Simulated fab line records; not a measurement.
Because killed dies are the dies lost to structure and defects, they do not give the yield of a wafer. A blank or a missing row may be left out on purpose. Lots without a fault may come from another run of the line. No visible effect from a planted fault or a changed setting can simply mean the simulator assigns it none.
Struck lot and sound lot, side by side :: flow gf180mcu :: 15 out of 602 route steps
Sound: these wafers, L541.1, L541.2, L541.3. Wafers struck: L549.1, L549.2, L549.3. The cause comes at the end.
Per side, at each step with rows, come the tool, then ch with its chambers, and then its first start. Under that, the readings that differ: sound wafers :: struck wafers :: difference of the means :: sigmas: that difference in standard deviations of wafers without a fault.
alike: words and numbers the same on both sides, and readings whose means are apart by under 2 such deviations; not compared: readings that were withheld, readings missing a value for some wafer, numbers with overlapping values and no deviation given by the record, and bounds like >300 which may hide the same value.
Wherever a step has rows on one side only, a row that says differs or no value, or a row with sigmas, the two part there. Numbers that don't overlap but have no deviation are shown without sigmas and don't part them. A reading missing from all wafers of one side parts the sides only when that side holds two or more wafers.

GF_TOP_METAL_SPUTTER_04: material TiN, target thk 25 nm, time 20.8 s.
  sound on pvd_sputter-03 at day 28 14:01; struck on pvd_sputter-03 at day 30 21:16
  alike: throttle_valve_pct
GF_TOP_METAL_RS_MEAS_05: the measuring method here is four-point-probe.
  sound on film_metro-02 at day 28 14:02; struck on film_metro-02 at day 30 21:17
  alike: TOP_METAL_ALCU_RS
GF_TOP_METAL_THK_MEAS_06: measures by xrf.
  sound on film_metro-02 at day 28 14:10; struck on film_metro-02 at day 30 21:25
  alike: TOP_METAL_ALCU_THK
then, 7 steps without rows for these wafers: GF_TOP_METAL_DEHYDRATE_07 (time 60 s); GF_TOP_METAL_HMDS_08 (prime time 60 s); GF_TOP_METAL_COAT_09 (resist thk 1500 nm); GF_TOP_METAL_SOFTBAKE_10 (time 60 s); GF_TOP_METAL_EXPOSE_11 (exposes mask MetalTop, target cd 440 nm); GF_TOP_METAL_PEB_12; GF_TOP_METAL_DEVELOP_13 (develop time 60 s).
GF_TOP_METAL_CD_MEAS_14 targets a cd of 440 nm.
  sound on cd_sem-01 at day 29 09:24; struck on cd_sem-01 at day 31 14:47
  alike: cd_nm
GF_TOP_METAL_OVL_MEAS_15:
  sound on overlay-01 at day 29 09:31; struck on overlay-02 at day 31 14:55
  alike: TOP_METAL_OVL
GF_TOP_METAL_METAL_ETCH_16: etches the open film in Cl2/BCl3, stops on SiO2, target depth 1077.5 nm, time 175.1 s.
  sound on rie_metal-03 ch 0,1, day 29 09:33; struck on rie_metal-02 ch 0,1, day 31 14:57
  no value came back on the struck wafers for any of 5 readings (bcl3_flow_sccm (sccm), bias_w (W) and others); on the sound wafers bcl3_flow_sccm (sccm) reads 39.94 40.20 39.89
reading: model.NOVOLAK_of_TOP_METAL_COAT_09.thk_nm (nm)
sound: 1067 1062 1068
struck: 1508 1503 1505
difference: +440
sigmas: 
  not compared: rf_hours_counter_h
GF_TOP_METAL_STRIP_17: strips in O2/N2.
  sound on plasma_asher-04 ch 0,1, day 29 09:44; struck on plasma_asher-02 ch 0,1, day 31 15:07
reading: strip_time_to_endpoint_s (s)
sound: 13.42 13.37 13.42
struck: 18.31 18.27 18.29
difference: +4.89
sigmas: +38
  alike: drypump_motor_current_A, heater_power_w, oes_product_au
  not compared: rf_hours_counter_h
then, 1 step without rows for these wafers: GF_TOP_METAL_STRIP_18 (strips in post etch residue remover, time 1200 s).

== WHERE THEY PART ==
First at GF_TOP_METAL_METAL_ETCH_16; last, within this record, at GF_TOP_METAL_STRIP_17.

WHY: what had been put in by the simulator
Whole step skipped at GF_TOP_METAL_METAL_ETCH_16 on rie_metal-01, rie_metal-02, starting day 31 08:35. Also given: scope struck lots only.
